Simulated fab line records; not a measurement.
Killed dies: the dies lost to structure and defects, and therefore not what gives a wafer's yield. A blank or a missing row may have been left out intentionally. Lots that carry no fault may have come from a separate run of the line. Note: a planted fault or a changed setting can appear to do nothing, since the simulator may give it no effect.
Split-lot trial -- flow sky130 -- route with 708 steps; 5 lots, 23 wafers read

== THE SPLIT ==
At SKY_NWELL_IMPLANT_24, the setting energyKev was moved away from the recipe's 140 on 4 of the 23 wafers read, by -5.4% to +3.6%. This setting was run at the recipe's value on the other wafers.

The reading is taken at the split's own step.

== THE READING ==
The simulator's own value implant.drpNm, read by no gauge, in nm at SKY_NWELL_IMPLANT_24. The file gives no usual value for it.

wafer,"tool, chamber at the split",energyKev as run,against the recipe,"implant.drpNm, nm",against lot-mates on the recipe
L076.2,"implanter-02, 0",140,recipe,95.47,-
L076.4,"implanter-02, 0",140,recipe,95.47,-
L076.5,"implanter-02, 0",140,recipe,95.47,-
L077.1,"implanter-04, 0",145,+3.6%,96.72,+1.25
L077.2,"implanter-04, 0",145,+3.6%,96.72,+1.25
L077.4,"implanter-04, 0",140,recipe,95.47,-
L077.5,"implanter-04, 0",140,recipe,95.47,-
L077.6,"implanter-04, 0",140,recipe,95.47,-
L082.1,"implanter-02, 0",132.4,-5.4%,93.41,-2.06
L082.6,"implanter-02, 0",132.4,-5.4%,93.41,-2.06
L082.2,"implanter-02, 0",140,recipe,95.47,-
L082.3,"implanter-02, 0",140,recipe,95.47,-
L082.4,"implanter-02, 0",140,recipe,95.47,-
L083.1,"implanter-02, 0",140,recipe,95.47,-
L083.2,"implanter-02, 0",140,recipe,95.47,-
L083.3,"implanter-02, 0",140,recipe,95.47,-
L083.4,"implanter-02, 0",140,recipe,95.47,-
L083.6,"implanter-02, 0",140,recipe,95.47,-
L084.1,"implanter-03, 0",140,recipe,95.47,-
L084.2,"implanter-03, 0",140,recipe,95.47,-
L084.3,"implanter-03, 0",140,recipe,95.47,-
L084.5,"implanter-03, 0",140,recipe,95.47,-
L084.6,"implanter-03, 0",140,recipe,95.47,-

THE FIT
A straight line over all 23 wafers: implant.drpNm changes by +0.37 nm for each +1% of energyKev; r = +1.00; the points scatter about the line by 0.025 nm.
The same after taking each lot's own level away (the mean of its wafers on the recipe; 23 wafers): +0.37 nm for each +1%; r = +1.00; scatter 0.025 nm.
That fit puts the effect of the largest move of energyKev on the reading at 2 nm.
The lots' own levels span 95.470 to 95.470 nm.
Hence the lot-to-lot level has little effect on the slope; both slopes agree.
Check: -2 nm against its lot-mates is what the line predicts for one of the wafers moved furthest among these (-5.4%) when that wafer is left out of the fit. Against them it came out at -2.06 nm.

== OTHER SPLITS ON THESE WAFERS ==
Note: prior to the reading, these wafers also went through further splits. Each is held against what the fit with the lots' levels taken away leaves over:
other split on the same wafers,wafers away from the commonest value,r with implant.drpNm (lot level and that fit taken away)
SKY_FIELD_ISO_OXIDATION_01 oxTimeS,15,-0.44
SKY_FIELD_ISO_CVD_03 pressureMtorr,15,+0.46
SKY_FIELD_ISO_ETCH_15 biasW,12,+0.11
SKY_FIELD_ISO_OXIDATION_22 oxTimeS,15,-0.24
SKY_FIELD_ISO_WET_ETCH_29 timeS,15,+0.21
SKY_NWELL_IMPLANT_11 energyKev,10,+0.01
SKY_NWELL_COAT_18 spinRpm,10,-0.38

== FILE'S OWN FIT ==
implant.drpNm changes by +0.371 nm for each +1% of energyKev, r = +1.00.
